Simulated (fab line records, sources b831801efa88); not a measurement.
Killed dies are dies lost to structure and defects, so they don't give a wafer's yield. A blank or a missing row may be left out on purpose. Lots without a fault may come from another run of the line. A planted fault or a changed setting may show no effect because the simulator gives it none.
Which tool did it? | flow gf180mcu | 13 lots, 39 wafers sampled, at 5 steps of a route of 602

WHAT THE GAUGES READ, wafer by wafer
GF_V4_THK_MEAS_03. Usual: V4_CVD_02_THK 848 nm, standard deviation 11.
lot  | measured     | on            | V4_CVD_02_THK (nm) | flag
L104 | day 23 18:43 | film_metro-01 | 841 840 848        |
L105 | day 24 03:24 | film_metro-03 | 860 855 868        |
L106 | day 24 15:38 | film_metro-01 | 826 825 858        |
L107 | day 24 21:56 | film_metro-03 | 834 868 859        |
L108 | day 25 06:55 | film_metro-01 | 830 847 856        |
L111 | day 26 05:34 | film_metro-03 | 848 833 859        |
L112 | day 26 18:24 | film_metro-03 | 863 857 864        |
L113 | day 26 21:32 | film_metro-02 | 831 847 850        |
L116 | day 27 20:01 | film_metro-01 | 827 840 843        |
L117 | day 28 00:58 | film_metro-02 | 852 855 863        |
L124 | day 30 02:18 | film_metro-02 | 849 845 852        |
L125 | day 30 05:02 | film_metro-03 | 846 849 851        |
L126 | day 30 19:04 | film_metro-03 | 856 844 852        |

GF_V4_CD_MEAS_14: target cd 260 nm. Usual: cd_nm 260.0 nm, standard deviation 1.3.
lot  | measured     | on        | cd_nm (nm)                          | flag
L104 | day 24 16:56 | cd_sem-02 | 263.0 261.6 261.7                   |
L105 | day 25 01:55 | cd_sem-01 | 261.8 260.5 260.7                   |
L106 | day 25 13:01 | cd_sem-01 | 257.7 259.8 258.8                   |
L107 | day 25 20:19 | cd_sem-01 | 261.0 260.0 259.3                   |
L108 | day 26 03:36 | cd_sem-01 | 260.5 260.3 260.2                   |
L111 | day 27 02:50 | cd_sem-02 | 236.7 237.6 237.5 236.7 237.6 237.3 | OFF
L112 | day 27 15:16 | cd_sem-01 | 247.3 248.1 246.6 246.9 247.8 246.4 | OFF
L113 | day 27 18:45 | cd_sem-01 | 245.8 246.4 246.1 245.6 246.1 246.0 | OFF
L116 | day 28 16:15 | cd_sem-01 | 259.9 258.8 258.7                   |
L117 | day 28 20:43 | cd_sem-01 | 259.5 260.1 259.0                   |
L124 | day 30 20:28 | cd_sem-01 | 260.0 260.9 261.9                   |
L125 | day 30 23:14 | cd_sem-01 | 259.2 259.0 259.6                   |
L126 | day 31 13:02 | cd_sem-01 | 259.2 259.0 258.8                   |

WHICH TOOL RAN EACH LOT (tool, then ch and the chambers of the sampled wafers, then the start)
lot  | GF_V3_CMP_26                  | GF_V4_CVD_02                    | GF_V4_EXPOSE_11
L104 | cmp-02 ch 0,3, day 22 18:55   | pecvd-03 ch 1,2, day 23 18:38   | krf_scanner-02 ch 0, day 24 06:32
L105 | cmp-02 ch 0,1,2, day 23 03:32 | pecvd-02 ch 0,2, day 24 03:20   | krf_scanner-02 ch 0, day 24 15:19
L106 | cmp-02 ch 0,2,3, day 23 15:27 | pecvd-01 ch 0,2, day 24 15:32   | krf_scanner-02 ch 0, day 25 02:40
L107 | cmp-01 ch 1,2,3, day 23 22:17 | pecvd-03 ch 0,2, day 24 21:51   | krf_scanner-01 ch 0, day 25 10:07
L108 | cmp-01 ch 0,2, day 24 07:35   | pecvd-02 ch 0,1,2, day 25 06:50 | krf_scanner-01 ch 0, day 25 17:31
L111 | cmp-02 ch 0,1,3, day 25 07:44 | pecvd-01 ch 0,1,2, day 26 05:30 | krf_scanner-01 ch 0, day 26 16:44
L112 | cmp-02 ch 0,1,2, day 25 19:59 | pecvd-01 ch 0,1,2, day 26 18:20 | krf_scanner-01 ch 0, day 27 05:27
L113 | cmp-02 ch 0,1,3, day 25 23:38 | pecvd-01 ch 0,2, day 26 21:28   | krf_scanner-01 ch 0, day 27 08:45
L116 | cmp-02 ch 1,2,3, day 26 22:08 | pecvd-01 ch 0,2, day 27 19:55   | krf_scanner-02 ch 0, day 28 06:33
L117 | cmp-01 ch 0,2,3, day 27 03:16 | pecvd-02 ch 0,1, day 28 00:53   | krf_scanner-02 ch 0, day 28 11:21
L124 | cmp-02 ch 0,2,3, day 29 05:16 | pecvd-02 ch 0,1,2, day 30 02:14 | krf_scanner-02 ch 0, day 30 12:02
L125 | cmp-02 ch 0,2, day 29 09:29   | pecvd-03 ch 0,1, day 30 04:57   | krf_scanner-02 ch 0, day 30 14:23
L126 | cmp-02 ch 0,1,3, day 29 23:20 | pecvd-03 ch 0,1,2, day 30 19:00 | krf_scanner-02 ch 0, day 31 04:38
- GF_V3_CMP_26: polishes, stops on SiO2, t overpolish 15 s, target thk 0 nm.
- GF_V4_CVD_02: deposits SiO2 from TEOS, target thk 850 nm, time 94.851 s.
- GF_V4_EXPOSE_11: exposes mask Via4, target cd 260 nm.

WHAT THE TOOLS THEMSELVES READ (means of the sampled wafers that have a number; where no wafer has one, the mark that the record gives instead)
GF_V3_CMP_26. Usual: motor_current_A 10.7 A, standard deviation 0.6; overpolish_run_s 15.000 s, standard deviation 0.0094; time_to_endpoint_s 85.3 s, standard deviation 2.7.
lot  | tool   | motor_current_A (A) | overpolish_run_s (s) | time_to_endpoint_s (s) | flag
L104 | cmp-02 | 10.6                | 15.002               | 88.4                   |
L105 | cmp-02 | 10.6                | 15.001               | 84.1                   |
L106 | cmp-02 | 10.8                | 15.006               | 86.1                   |
L107 | cmp-01 | 10.9                | 15.005               | 86.5                   |
L108 | cmp-01 | 10.8                | 15.003               | 85.9                   |
L111 | cmp-02 | 10.7                | 14.997               | 86.5                   |
L112 | cmp-02 | 10.8                | 14.998               | 83.4                   |
L113 | cmp-02 | 10.6                | 15.003               | 85.7                   |
L116 | cmp-02 | 10.4                | 15.006               | 85.9                   |
L117 | cmp-01 | 11.1                | 14.993               | 87.2                   |
L124 | cmp-02 | 10.7                | 15.000               | 86.6                   |
L125 | cmp-02 | 11.0                | 14.998               | 85.2                   |
L126 | cmp-02 | 10.7                | 15.000               | 84.1                   |

GF_V4_CVD_02. Usual: heater_power_w 668 W, standard deviation 110.
lot  | tool     | heater_power_w (W) | flag
L104 | pecvd-03 | 688                |
L105 | pecvd-02 | 747                |
L106 | pecvd-01 | 683                |
L107 | pecvd-03 | 643                |
L108 | pecvd-02 | 671                |
L111 | pecvd-01 | 677                |
L112 | pecvd-01 | 641                |
L113 | pecvd-01 | 657                |
L116 | pecvd-01 | 578                |
L117 | pecvd-02 | 632                |
L124 | pecvd-02 | 727                |
L125 | pecvd-03 | 744                |
L126 | pecvd-03 | 714                |

GF_V4_EXPOSE_11. Usual: exposure_dose_mJ_cm2 38.00, standard deviation 0.039.
lot  | tool           | exposure_dose_mJ_cm2 | flag
L104 | krf_scanner-02 | 38.00                |
L105 | krf_scanner-02 | 38.04                |
L106 | krf_scanner-02 | 38.03                |
L107 | krf_scanner-01 | 37.96                |
L108 | krf_scanner-01 | 37.96                |
L111 | krf_scanner-01 | 33.24                | OFF
L112 | krf_scanner-01 | 34.92                | OFF
L113 | krf_scanner-01 | 34.91                | OFF
L116 | krf_scanner-02 | 38.00                |
L117 | krf_scanner-02 | 38.00                |
L124 | krf_scanner-02 | 38.02                |
L125 | krf_scanner-02 | 38.04                |
L126 | krf_scanner-02 | 38.04                |

THE ANSWER, worked out from the rows above alone
Rule: a lot is off if the mean of its wafers that have a number lies more than 3 standard deviations from the usual mean. A lot without any number at a reading at which 4 lots or more have one is off too. The other lots that the step has rows for count as sound. The gauges are gone through in route order, then the tools' own readings, and for those a lot's mean is taken as printed above. The first step at which some lot is off is used, and at that step the reading that is off furthest; a lot without a number counts as furthest.
Off: L111, L112, L113, at GF_V4_CD_MEAS_14 (cd_nm).
A tool fits if, at a process step before that reading, it ran every lot that is off, and no sound lot after the first of them. The gauges at GF_V4_CD_MEAS_14 aren't tried: what is off there is off at GF_V4_EXPOSE_11 too, on other tools, and a gauge's error can't cause that. One fits: krf_scanner-01 at GF_V4_EXPOSE_11. Its last sound lot is L108 (day 25 17:31), its first lot that is off L111 (day 26 16:44): a fault that began between those two fits.
The tool's own readings at GF_V4_EXPOSE_11 bear it out: on the lots that are off they differ by more than 5 times the standard deviation of the sound lots' means. exposure_dose_mJ_cm2 reads 34.36 there against 38.01 on the sound lots.

WHAT THE SIMULATOR HAD PUT IN
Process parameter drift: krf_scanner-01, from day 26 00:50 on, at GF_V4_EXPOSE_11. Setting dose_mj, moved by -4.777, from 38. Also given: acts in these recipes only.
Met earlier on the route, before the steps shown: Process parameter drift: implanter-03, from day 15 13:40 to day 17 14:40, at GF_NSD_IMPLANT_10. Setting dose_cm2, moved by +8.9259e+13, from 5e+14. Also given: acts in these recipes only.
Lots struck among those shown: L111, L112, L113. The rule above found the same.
